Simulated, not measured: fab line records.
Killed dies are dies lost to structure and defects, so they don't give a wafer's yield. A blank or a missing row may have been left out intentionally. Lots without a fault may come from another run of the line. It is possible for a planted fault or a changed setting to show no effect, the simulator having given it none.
Which tool did it? || flow sky130 || 42 wafers from 14 lots sampled at 6 of the route's 708 steps

## WHAT THE GAUGES READ, wafer by wafer
SKY_RES_XHIGH_TW_MEAS_09.
{"lot": "L732", "measured": "day 26 19:28", "on": "film-metro-02", "RES_XHIGH_TW": "1613 1615 1612"}
{"lot": "L733", "measured": "day 26 20:42", "on": "film-metro-02", "RES_XHIGH_TW": "1603 1612 1613"}
{"lot": "L734", "measured": "day 27 13:02", "on": "film-metro-02", "RES_XHIGH_TW": "1622 1612 1621"}
{"lot": "L735", "measured": "day 27 21:23", "on": "film-metro-04", "RES_XHIGH_TW": "1617 1630 1628"}
{"lot": "L738", "measured": "day 28 18:14", "on": "film-metro-01", "RES_XHIGH_TW": "1618 1618 1612"}
{"lot": "L740", "measured": "day 29 22:49", "on": "film-metro-04", "RES_XHIGH_TW": "1641 1642 1648"}
{"lot": "L742", "measured": "day 30 07:49", "on": "film-metro-04", "RES_XHIGH_TW": "30 30 30"}
{"lot": "L743", "measured": "day 30 21:41", "on": "film-metro-02", "RES_XHIGH_TW": "30 30 30"}
{"lot": "L745", "measured": "day 31 10:37", "on": "film-metro-02", "RES_XHIGH_TW": "1616 1621 1618"}
{"lot": "L748", "measured": "day 32 03:08", "on": "film-metro-04", "RES_XHIGH_TW": "1643 1637 1640"}
{"lot": "L750", "measured": "day 32 23:38", "on": "film-metro-04", "RES_XHIGH_TW": "1648 1633 1643"}
{"lot": "L751", "measured": "day 33 05:46", "on": "film-metro-01", "RES_XHIGH_TW": "1614 1630 1619"}
{"lot": "L754", "measured": "day 33 19:03", "on": "film-metro-04", "RES_XHIGH_TW": "1640 1627 1642"}
{"lot": "L755", "measured": "day 34 06:55", "on": "film-metro-01", "RES_XHIGH_TW": "1633 1626 1630"}

## WHAT TOOL EACH LOT RAN ON (gives the tool, then ch and the chambers of the sampled wafers, and finally the start)
{"lot": "L732", "SKY_LDD_HVP_STRIP_09": "plasma-asher-03 ch 0,1, day 21 17:10", "SKY_POLY_CUT_ETCH_10": "rie-diel-03 ch 0,1,3, day 24 08:46", "SKY_POLY_CUT_STRIP_12": "plasma-asher-03 ch 0,1, day 24 08:51", "SKY_SD_P_STRIP_10": "plasma-asher-03 ch 0,1, day 25 15:04", "SKY_RES_XHIGH_STRIP_08": "plasma-asher-03 ch 0,1, day 26 19:22"}
{"lot": "L733", "SKY_LDD_HVP_STRIP_09": "plasma-asher-03 ch 0,1, day 21 18:10", "SKY_POLY_CUT_ETCH_10": "rie-diel-02 ch 0,1,2, day 24 09:52", "SKY_POLY_CUT_STRIP_12": "plasma-asher-02 ch 0,1, day 24 09:56", "SKY_SD_P_STRIP_10": "plasma-asher-03 ch 0,1, day 25 16:16", "SKY_RES_XHIGH_STRIP_08": "plasma-asher-04 ch 0,1, day 26 20:36"}
{"lot": "L734", "SKY_LDD_HVP_STRIP_09": "plasma-asher-03 ch 0,1, day 22 12:11", "SKY_POLY_CUT_ETCH_10": "rie-diel-02 ch 1,2, day 25 02:53", "SKY_POLY_CUT_STRIP_12": "plasma-asher-02 ch 0,1, day 25 02:58", "SKY_SD_P_STRIP_10": "plasma-asher-03 ch 0,1, day 26 08:17", "SKY_RES_XHIGH_STRIP_08": "plasma-asher-03 ch 1, day 27 12:56"}
{"lot": "L735", "SKY_LDD_HVP_STRIP_09": "plasma-asher-02 ch 0,1, day 22 20:56", "SKY_POLY_CUT_ETCH_10": "rie-diel-01 ch 1,3, day 25 11:14", "SKY_POLY_CUT_STRIP_12": "plasma-asher-03 ch 0, day 25 11:19", "SKY_SD_P_STRIP_10": "plasma-asher-01 ch 0,1, day 26 16:38", "SKY_RES_XHIGH_STRIP_08": "plasma-asher-02 ch 0,1, day 27 21:17"}
{"lot": "L738", "SKY_LDD_HVP_STRIP_09": "plasma-asher-03 ch 0,1, day 23 19:22", "SKY_POLY_CUT_ETCH_10": "rie-diel-03 ch 2,3, day 26 08:50", "SKY_POLY_CUT_STRIP_12": "plasma-asher-03 ch 0,1, day 26 08:57", "SKY_SD_P_STRIP_10": "plasma-asher-04 ch 0,1, day 27 13:42", "SKY_RES_XHIGH_STRIP_08": "plasma-asher-02 ch 0,1, day 28 18:10"}
{"lot": "L740", "SKY_LDD_HVP_STRIP_09": "plasma-asher-02 ch 0,1, day 24 23:14", "SKY_POLY_CUT_ETCH_10": "rie-diel-02 ch 0,1,2, day 27 13:29", "SKY_POLY_CUT_STRIP_12": "plasma-asher-01 ch 0,1, day 27 13:36", "SKY_SD_P_STRIP_10": "plasma-asher-01 ch 0,1, day 28 18:26", "SKY_RES_XHIGH_STRIP_08": "plasma-asher-03 ch 0,1, day 29 22:44"}
{"lot": "L742", "SKY_LDD_HVP_STRIP_09": "plasma-asher-04 ch 0,1, day 25 10:55", "SKY_POLY_CUT_ETCH_10": "rie-diel-01 ch 0,2, day 27 23:23", "SKY_POLY_CUT_STRIP_12": "plasma-asher-01 ch 0,1, day 27 23:28", "SKY_SD_P_STRIP_10": "plasma-asher-03 ch 0,1, day 29 04:10", "SKY_RES_XHIGH_STRIP_08": "plasma-asher-04 ch 0,1, day 30 07:42"}
{"lot": "L743", "SKY_LDD_HVP_STRIP_09": "plasma-asher-04 ch 0,1, day 25 23:35", "SKY_POLY_CUT_ETCH_10": "rie-diel-02 ch 0,2, day 28 12:46", "SKY_POLY_CUT_STRIP_12": "plasma-asher-01 ch 0,1, day 28 12:50", "SKY_SD_P_STRIP_10": "plasma-asher-03 ch 0,1, day 29 17:31", "SKY_RES_XHIGH_STRIP_08": "plasma-asher-03 ch 0,1, day 30 21:35"}
{"lot": "L745", "SKY_LDD_HVP_STRIP_09": "plasma-asher-04 ch 0,1, day 26 14:13", "SKY_POLY_CUT_ETCH_10": "rie-diel-02 ch 2,3, day 29 01:40", "SKY_POLY_CUT_STRIP_12": "plasma-asher-02 ch 0,1, day 29 01:47", "SKY_SD_P_STRIP_10": "plasma-asher-01 ch 0,1, day 30 06:06", "SKY_RES_XHIGH_STRIP_08": "plasma-asher-03 ch 0,1, day 31 10:32"}
{"lot": "L748", "SKY_LDD_HVP_STRIP_09": "plasma-asher-02 ch 0,1, day 27 09:26", "SKY_POLY_CUT_ETCH_10": "rie-diel-01 ch 1,2, day 29 21:10", "SKY_POLY_CUT_STRIP_12": "plasma-asher-03 ch 0,1, day 29 21:17", "SKY_SD_P_STRIP_10": "plasma-asher-04 ch 0,1, day 31 00:48", "SKY_RES_XHIGH_STRIP_08": "plasma-asher-02 ch 0,1, day 32 03:02"}
{"lot": "L750", "SKY_LDD_HVP_STRIP_09": "plasma-asher-03 ch 0,1, day 28 05:49", "SKY_POLY_CUT_ETCH_10": "rie-diel-01 ch 2,3, day 30 16:28", "SKY_POLY_CUT_STRIP_12": "plasma-asher-02 ch 0,1, day 30 16:32", "SKY_SD_P_STRIP_10": "plasma-asher-03 ch 1, day 31 20:18", "SKY_RES_XHIGH_STRIP_08": "plasma-asher-04 ch 0,1, day 32 23:32"}
{"lot": "L751", "SKY_LDD_HVP_STRIP_09": "plasma-asher-04 ch 0,1, day 28 13:11", "SKY_POLY_CUT_ETCH_10": "rie-diel-01 ch 1,3, day 31 00:35", "SKY_POLY_CUT_STRIP_12": "plasma-asher-02 ch 0,1, day 31 00:40", "SKY_SD_P_STRIP_10": "plasma-asher-04 ch 0, day 32 02:54", "SKY_RES_XHIGH_STRIP_08": "plasma-asher-02 ch 0,1, day 33 05:40"}
{"lot": "L754", "SKY_LDD_HVP_STRIP_09": "plasma-asher-03 ch 0,1, day 29 05:28", "SKY_POLY_CUT_ETCH_10": "rie-diel-03 ch 0,1,3, day 31 13:19", "SKY_POLY_CUT_STRIP_12": "plasma-asher-01 ch 0,1, day 31 13:25", "SKY_SD_P_STRIP_10": "plasma-asher-04 ch 0,1, day 32 16:23", "SKY_RES_XHIGH_STRIP_08": "plasma-asher-03 ch 0,1, day 33 18:58"}
{"lot": "L755", "SKY_LDD_HVP_STRIP_09": "plasma-asher-02 ch 1, day 29 15:25", "SKY_POLY_CUT_ETCH_10": "rie-diel-02 ch 0,3, day 32 01:22", "SKY_POLY_CUT_STRIP_12": "plasma-asher-02 ch 0,1, day 32 01:26", "SKY_SD_P_STRIP_10": "plasma-asher-03 ch 0, day 33 04:43", "SKY_RES_XHIGH_STRIP_08": "plasma-asher-02 ch 1, day 34 06:48"}
- SKY_LDD_HVP_STRIP_09: strips in O2/N2.
- SKY_POLY_CUT_ETCH_10: etches BARC in N2/H2, stops on SiO2, time 45.9 s, target depth 60 nm.
- SKY_POLY_CUT_STRIP_12: strips in O2/N2.
- SKY_SD_P_STRIP_10: strips in O2/N2.
- SKY_RES_XHIGH_STRIP_08: strips in O2/N2.

## AS READ BY THE TOOLS THEMSELVES (means over the sampled wafers that have a number; for cases with no such wafer, the mark the record gives instead)
SKY_LDD_HVP_STRIP_09.
{"lot": "L732", "tool": "plasma-asher-03", "chamber-pressure-mTorr (mTorr)": 1499.6, "drypump-motor-current-A (A)": 5.7, "oes-product-au (a.u.)": 0.410, "strip-time-to-endpoint-s (s)": 4.138}
{"lot": "L733", "tool": "plasma-asher-03", "chamber-pressure-mTorr (mTorr)": 1500.4, "drypump-motor-current-A (A)": 5.7, "oes-product-au (a.u.)": 0.410, "strip-time-to-endpoint-s (s)": 4.146}
{"lot": "L734", "tool": "plasma-asher-03", "chamber-pressure-mTorr (mTorr)": 1498.1, "drypump-motor-current-A (A)": 5.6, "oes-product-au (a.u.)": 0.407, "strip-time-to-endpoint-s (s)": 4.133}
{"lot": "L735", "tool": "plasma-asher-02", "chamber-pressure-mTorr (mTorr)": 1500.6, "drypump-motor-current-A (A)": 5.7, "oes-product-au (a.u.)": 0.411, "strip-time-to-endpoint-s (s)": 4.134}
{"lot": "L738", "tool": "plasma-asher-03", "chamber-pressure-mTorr (mTorr)": 1499.9, "drypump-motor-current-A (A)": 5.5, "oes-product-au (a.u.)": 0.413, "strip-time-to-endpoint-s (s)": 4.137}
{"lot": "L740", "tool": "plasma-asher-02", "chamber-pressure-mTorr (mTorr)": 1500.0, "drypump-motor-current-A (A)": 5.2, "oes-product-au (a.u.)": 0.412, "strip-time-to-endpoint-s (s)": 4.148}
{"lot": "L742", "tool": "plasma-asher-04", "chamber-pressure-mTorr (mTorr)": 1499.2, "drypump-motor-current-A (A)": 6.3, "oes-product-au (a.u.)": 0.407, "strip-time-to-endpoint-s (s)": 4.135}
{"lot": "L743", "tool": "plasma-asher-04", "chamber-pressure-mTorr (mTorr)": 1499.9, "drypump-motor-current-A (A)": 6.2, "oes-product-au (a.u.)": 0.405, "strip-time-to-endpoint-s (s)": 4.147}
{"lot": "L745", "tool": "plasma-asher-04", "chamber-pressure-mTorr (mTorr)": 1501.7, "drypump-motor-current-A (A)": 6.3, "oes-product-au (a.u.)": 0.412, "strip-time-to-endpoint-s (s)": 4.155}
{"lot": "L748", "tool": "plasma-asher-02", "chamber-pressure-mTorr (mTorr)": 1498.8, "drypump-motor-current-A (A)": 5.7, "oes-product-au (a.u.)": 0.408, "strip-time-to-endpoint-s (s)": 4.139}
{"lot": "L750", "tool": "plasma-asher-03", "chamber-pressure-mTorr (mTorr)": 1499.8, "drypump-motor-current-A (A)": 5.6, "oes-product-au (a.u.)": 0.404, "strip-time-to-endpoint-s (s)": 4.151}
{"lot": "L751", "tool": "plasma-asher-04", "chamber-pressure-mTorr (mTorr)": 1500.0, "drypump-motor-current-A (A)": 6.3, "oes-product-au (a.u.)": 0.411, "strip-time-to-endpoint-s (s)": 4.143}
{"lot": "L754", "tool": "plasma-asher-03", "chamber-pressure-mTorr (mTorr)": 1500.1, "drypump-motor-current-A (A)": 5.7, "oes-product-au (a.u.)": 0.407, "strip-time-to-endpoint-s (s)": 4.126}
{"lot": "L755", "tool": "plasma-asher-02", "chamber-pressure-mTorr (mTorr)": 1499.8, "drypump-motor-current-A (A)": 4.7, "oes-product-au (a.u.)": 0.408, "strip-time-to-endpoint-s (s)": 4.121}

SKY_POLY_CUT_ETCH_10.
{"lot": "L732", "tool": "rie-diel-03", "drypump-motor-current-A (A)": 5.5, "oes-product-au (a.u.)": 0.856, "throttle-valve-pct (%)": 13.227}
{"lot": "L733", "tool": "rie-diel-02", "drypump-motor-current-A (A)": 5.5, "oes-product-au (a.u.)": 0.848, "throttle-valve-pct (%)": 13.235}
{"lot": "L734", "tool": "rie-diel-02", "drypump-motor-current-A (A)": 5.5, "oes-product-au (a.u.)": 0.855, "throttle-valve-pct (%)": 13.214}
{"lot": "L735", "tool": "rie-diel-01", "drypump-motor-current-A (A)": 5.4, "oes-product-au (a.u.)": 0.859, "throttle-valve-pct (%)": 13.222}
{"lot": "L738", "tool": "rie-diel-03", "drypump-motor-current-A (A)": 5.8, "oes-product-au (a.u.)": 0.859, "throttle-valve-pct (%)": 13.226}
{"lot": "L740", "tool": "rie-diel-02", "drypump-motor-current-A (A)": 5.5, "oes-product-au (a.u.)": 0.854, "throttle-valve-pct (%)": 13.219}
{"lot": "L742", "tool": "rie-diel-01", "drypump-motor-current-A (A)": 6.0, "oes-product-au (a.u.)": 0.855, "throttle-valve-pct (%)": 13.224}
{"lot": "L743", "tool": "rie-diel-02", "drypump-motor-current-A (A)": 5.3, "oes-product-au (a.u.)": 0.856, "throttle-valve-pct (%)": 13.227}
{"lot": "L745", "tool": "rie-diel-02", "drypump-motor-current-A (A)": 5.3, "oes-product-au (a.u.)": 0.854, "throttle-valve-pct (%)": 13.225}
{"lot": "L748", "tool": "rie-diel-01", "drypump-motor-current-A (A)": 5.6, "oes-product-au (a.u.)": 0.856, "throttle-valve-pct (%)": 13.227}
{"lot": "L750", "tool": "rie-diel-01", "drypump-motor-current-A (A)": 6.1, "oes-product-au (a.u.)": 0.857, "throttle-valve-pct (%)": 13.224}
{"lot": "L751", "tool": "rie-diel-01", "drypump-motor-current-A (A)": 5.5, "oes-product-au (a.u.)": 0.858, "throttle-valve-pct (%)": 13.219}
{"lot": "L754", "tool": "rie-diel-03", "drypump-motor-current-A (A)": 5.6, "oes-product-au (a.u.)": 0.852, "throttle-valve-pct (%)": 13.224}
{"lot": "L755", "tool": "rie-diel-02", "drypump-motor-current-A (A)": 5.2, "oes-product-au (a.u.)": 0.855, "throttle-valve-pct (%)": 13.223}

SKY_POLY_CUT_STRIP_12.
{"lot": "L732", "tool": "plasma-asher-03", "chamber-pressure-mTorr (mTorr)": 1500.3, "drypump-motor-current-A (A)": 5.6, "oes-product-au (a.u.)": 0.451, "strip-time-to-endpoint-s (s)": 5.337}
{"lot": "L733", "tool": "plasma-asher-02", "chamber-pressure-mTorr (mTorr)": 1500.6, "drypump-motor-current-A (A)": 5.6, "oes-product-au (a.u.)": 0.448, "strip-time-to-endpoint-s (s)": 5.352}
{"lot": "L734", "tool": "plasma-asher-02", "chamber-pressure-mTorr (mTorr)": 1500.8, "drypump-motor-current-A (A)": 5.6, "oes-product-au (a.u.)": 0.447, "strip-time-to-endpoint-s (s)": 5.358}
{"lot": "L735", "tool": "plasma-asher-03", "chamber-pressure-mTorr (mTorr)": 1500.6, "drypump-motor-current-A (A)": 5.4, "oes-product-au (a.u.)": 0.451, "strip-time-to-endpoint-s (s)": 5.382}
{"lot": "L738", "tool": "plasma-asher-03", "chamber-pressure-mTorr (mTorr)": 1500.2, "drypump-motor-current-A (A)": 5.6, "oes-product-au (a.u.)": 0.452, "strip-time-to-endpoint-s (s)": 5.361}
{"lot": "L740", "tool": "plasma-asher-01", "chamber-pressure-mTorr (mTorr)": 1500.2, "drypump-motor-current-A (A)": 5.6, "oes-product-au (a.u.)": 0.451, "strip-time-to-endpoint-s (s)": 5.366}
{"lot": "L742", "tool": "plasma-asher-01", "chamber-pressure-mTorr (mTorr)": 1500.2, "drypump-motor-current-A (A)": 6.1, "oes-product-au (a.u.)": 0.451, "strip-time-to-endpoint-s (s)": 5.374}
{"lot": "L743", "tool": "plasma-asher-01", "chamber-pressure-mTorr (mTorr)": 1498.9, "drypump-motor-current-A (A)": 5.5, "oes-product-au (a.u.)": 0.455, "strip-time-to-endpoint-s (s)": 5.346}
{"lot": "L745", "tool": "plasma-asher-02", "chamber-pressure-mTorr (mTorr)": 1501.3, "drypump-motor-current-A (A)": 5.2, "oes-product-au (a.u.)": 0.457, "strip-time-to-endpoint-s (s)": 5.352}
{"lot": "L748", "tool": "plasma-asher-03", "chamber-pressure-mTorr (mTorr)": 1498.9, "drypump-motor-current-A (A)": 5.5, "oes-product-au (a.u.)": 0.455, "strip-time-to-endpoint-s (s)": 5.361}
{"lot": "L750", "tool": "plasma-asher-02", "chamber-pressure-mTorr (mTorr)": 1500.7, "drypump-motor-current-A (A)": 5.6, "oes-product-au (a.u.)": 0.453, "strip-time-to-endpoint-s (s)": 5.352}
{"lot": "L751", "tool": "plasma-asher-02", "chamber-pressure-mTorr (mTorr)": 1499.6, "drypump-motor-current-A (A)": 5.2, "oes-product-au (a.u.)": 0.457, "strip-time-to-endpoint-s (s)": 5.376}
{"lot": "L754", "tool": "plasma-asher-01", "chamber-pressure-mTorr (mTorr)": 1498.9, "drypump-motor-current-A (A)": 6.1, "oes-product-au (a.u.)": 0.455, "strip-time-to-endpoint-s (s)": 5.368}
{"lot": "L755", "tool": "plasma-asher-02", "chamber-pressure-mTorr (mTorr)": 1499.8, "drypump-motor-current-A (A)": 5.2, "oes-product-au (a.u.)": 0.454, "strip-time-to-endpoint-s (s)": 5.363}

SKY_SD_P_STRIP_10.
{"lot": "L732", "tool": "plasma-asher-03", "chamber-pressure-mTorr (mTorr)": 1500.8, "drypump-motor-current-A (A)": 5.7, "oes-product-au (a.u.)": 0.616, "strip-time-to-endpoint-s (s)": 17.55}
{"lot": "L733", "tool": "plasma-asher-03", "chamber-pressure-mTorr (mTorr)": 1501.0, "drypump-motor-current-A (A)": 5.7, "oes-product-au (a.u.)": 0.611, "strip-time-to-endpoint-s (s)": 17.55}
{"lot": "L734", "tool": "plasma-asher-03", "chamber-pressure-mTorr (mTorr)": 1500.6, "drypump-motor-current-A (A)": 5.7, "oes-product-au (a.u.)": 0.617, "strip-time-to-endpoint-s (s)": 17.57}
{"lot": "L735", "tool": "plasma-asher-01", "chamber-pressure-mTorr (mTorr)": 1500.5, "drypump-motor-current-A (A)": 5.5, "oes-product-au (a.u.)": 0.611, "strip-time-to-endpoint-s (s)": 17.52}
{"lot": "L738", "tool": "plasma-asher-04", "chamber-pressure-mTorr (mTorr)": 1501.5, "drypump-motor-current-A (A)": 6.3, "oes-product-au (a.u.)": 0.614, "strip-time-to-endpoint-s (s)": 17.51}
{"lot": "L740", "tool": "plasma-asher-01", "chamber-pressure-mTorr (mTorr)": 1498.1, "drypump-motor-current-A (A)": 5.5, "oes-product-au (a.u.)": 0.617, "strip-time-to-endpoint-s (s)": 17.56}
{"lot": "L742", "tool": "plasma-asher-03", "chamber-pressure-mTorr (mTorr)": "-", "drypump-motor-current-A (A)": "-", "oes-product-au (a.u.)": "-", "strip-time-to-endpoint-s (s)": "-"}
{"lot": "L743", "tool": "plasma-asher-03", "chamber-pressure-mTorr (mTorr)": "-", "drypump-motor-current-A (A)": "-", "oes-product-au (a.u.)": "-", "strip-time-to-endpoint-s (s)": "-"}
{"lot": "L745", "tool": "plasma-asher-01", "chamber-pressure-mTorr (mTorr)": 1499.4, "drypump-motor-current-A (A)": 5.6, "oes-product-au (a.u.)": 0.615, "strip-time-to-endpoint-s (s)": 17.43}
{"lot": "L748", "tool": "plasma-asher-04", "chamber-pressure-mTorr (mTorr)": 1501.8, "drypump-motor-current-A (A)": 6.3, "oes-product-au (a.u.)": 0.626, "strip-time-to-endpoint-s (s)": 17.43}
{"lot": "L750", "tool": "plasma-asher-03", "chamber-pressure-mTorr (mTorr)": 1500.6, "drypump-motor-current-A (A)": 5.9, "oes-product-au (a.u.)": 0.616, "strip-time-to-endpoint-s (s)": 17.46}
{"lot": "L751", "tool": "plasma-asher-04", "chamber-pressure-mTorr (mTorr)": 1501.4, "drypump-motor-current-A (A)": 6.4, "oes-product-au (a.u.)": 0.620, "strip-time-to-endpoint-s (s)": 17.51}
{"lot": "L754", "tool": "plasma-asher-04", "chamber-pressure-mTorr (mTorr)": 1499.7, "drypump-motor-current-A (A)": 6.3, "oes-product-au (a.u.)": 0.622, "strip-time-to-endpoint-s (s)": 17.55}
{"lot": "L755", "tool": "plasma-asher-03", "chamber-pressure-mTorr (mTorr)": 1500.0, "drypump-motor-current-A (A)": 5.5, "oes-product-au (a.u.)": 0.618, "strip-time-to-endpoint-s (s)": 17.49}

SKY_RES_XHIGH_STRIP_08.
{"lot": "L732", "tool": "plasma-asher-03", "chamber-pressure-mTorr (mTorr)": 1500.6, "drypump-motor-current-A (A)": 5.6, "oes-product-au (a.u.)": 0.717, "strip-time-to-endpoint-s (s)": 14.33}
{"lot": "L733", "tool": "plasma-asher-04", "chamber-pressure-mTorr (mTorr)": 1500.0, "drypump-motor-current-A (A)": 6.3, "oes-product-au (a.u.)": 0.711, "strip-time-to-endpoint-s (s)": 14.29}
{"lot": "L734", "tool": "plasma-asher-03", "chamber-pressure-mTorr (mTorr)": 1501.2, "drypump-motor-current-A (A)": 5.8, "oes-product-au (a.u.)": 0.712, "strip-time-to-endpoint-s (s)": 14.31}
{"lot": "L735", "tool": "plasma-asher-02", "chamber-pressure-mTorr (mTorr)": 1499.7, "drypump-motor-current-A (A)": 5.6, "oes-product-au (a.u.)": 0.712, "strip-time-to-endpoint-s (s)": 14.37}
{"lot": "L738", "tool": "plasma-asher-02", "chamber-pressure-mTorr (mTorr)": 1500.7, "drypump-motor-current-A (A)": 5.2, "oes-product-au (a.u.)": 0.713, "strip-time-to-endpoint-s (s)": 14.27}
{"lot": "L740", "tool": "plasma-asher-03", "chamber-pressure-mTorr (mTorr)": 1499.8, "drypump-motor-current-A (A)": 5.6, "oes-product-au (a.u.)": 0.713, "strip-time-to-endpoint-s (s)": 14.26}
{"lot": "L742", "tool": "plasma-asher-04", "chamber-pressure-mTorr (mTorr)": 1500.6, "drypump-motor-current-A (A)": 6.2, "oes-product-au (a.u.)": 0.718, "strip-time-to-endpoint-s (s)": 31.44}
{"lot": "L743", "tool": "plasma-asher-03", "chamber-pressure-mTorr (mTorr)": 1499.6, "drypump-motor-current-A (A)": 5.5, "oes-product-au (a.u.)": 0.716, "strip-time-to-endpoint-s (s)": 31.18}
{"lot": "L745", "tool": "plasma-asher-03", "chamber-pressure-mTorr (mTorr)": 1501.6, "drypump-motor-current-A (A)": 5.6, "oes-product-au (a.u.)": 0.711, "strip-time-to-endpoint-s (s)": 14.24}
{"lot": "L748", "tool": "plasma-asher-02", "chamber-pressure-mTorr (mTorr)": 1500.0, "drypump-motor-current-A (A)": 5.7, "oes-product-au (a.u.)": 0.714, "strip-time-to-endpoint-s (s)": 14.26}
{"lot": "L750", "tool": "plasma-asher-04", "chamber-pressure-mTorr (mTorr)": 1500.2, "drypump-motor-current-A (A)": 6.3, "oes-product-au (a.u.)": 0.711, "strip-time-to-endpoint-s (s)": 14.33}
{"lot": "L751", "tool": "plasma-asher-02", "chamber-pressure-mTorr (mTorr)": 1499.9, "drypump-motor-current-A (A)": 5.2, "oes-product-au (a.u.)": 0.717, "strip-time-to-endpoint-s (s)": 14.32}
{"lot": "L754", "tool": "plasma-asher-03", "chamber-pressure-mTorr (mTorr)": 1499.4, "drypump-motor-current-A (A)": 5.5, "oes-product-au (a.u.)": 0.711, "strip-time-to-endpoint-s (s)": 14.22}
{"lot": "L755", "tool": "plasma-asher-02", "chamber-pressure-mTorr (mTorr)": 1499.0, "drypump-motor-current-A (A)": 4.8, "oes-product-au (a.u.)": 0.712, "strip-time-to-endpoint-s (s)": 14.24}

## THE ANSWER, worked out from the rows above alone
Rule: what is usual is taken from the lots themselves. Put in order of their means at a reading, lots are off if they are a third of the lots or fewer, leave a main group of 4 or more, and stand apart from it by a gap of 3 or more times the standard deviation of the main group's means; of several such gaps the widest counts. A main group is skipped when, at the precision printed for the reading in the tables above, its means are all equal. Also off: a lot with no number at a reading for which 4 or more lots have one. All remaining lots with rows at the step are treated as sound. The gauges are gone through in route order, then the tools' own readings, and for those a lot's mean is taken as printed above. At the first step where some lot is off, the reading lying furthest off is the one used; lots without a number count as furthest.
Off: at SKY_RES_XHIGH_TW_MEAS_09 (RES_XHIGH_TW), L742, L743. Main group: mean 1626, sd 11.
If a tool, at a process step before that reading, ran all the lots that are off and no sound lot after the first of them, it fits. Not tried: the gauges at SKY_RES_XHIGH_TW_MEAS_09; whatever is off there is also off at SKY_SD_P_STRIP_10, on other tools, and gauge error can't account for it. Not one of the candidates tried fits.

## WHAT THE SIMULATOR HAD INSERTED
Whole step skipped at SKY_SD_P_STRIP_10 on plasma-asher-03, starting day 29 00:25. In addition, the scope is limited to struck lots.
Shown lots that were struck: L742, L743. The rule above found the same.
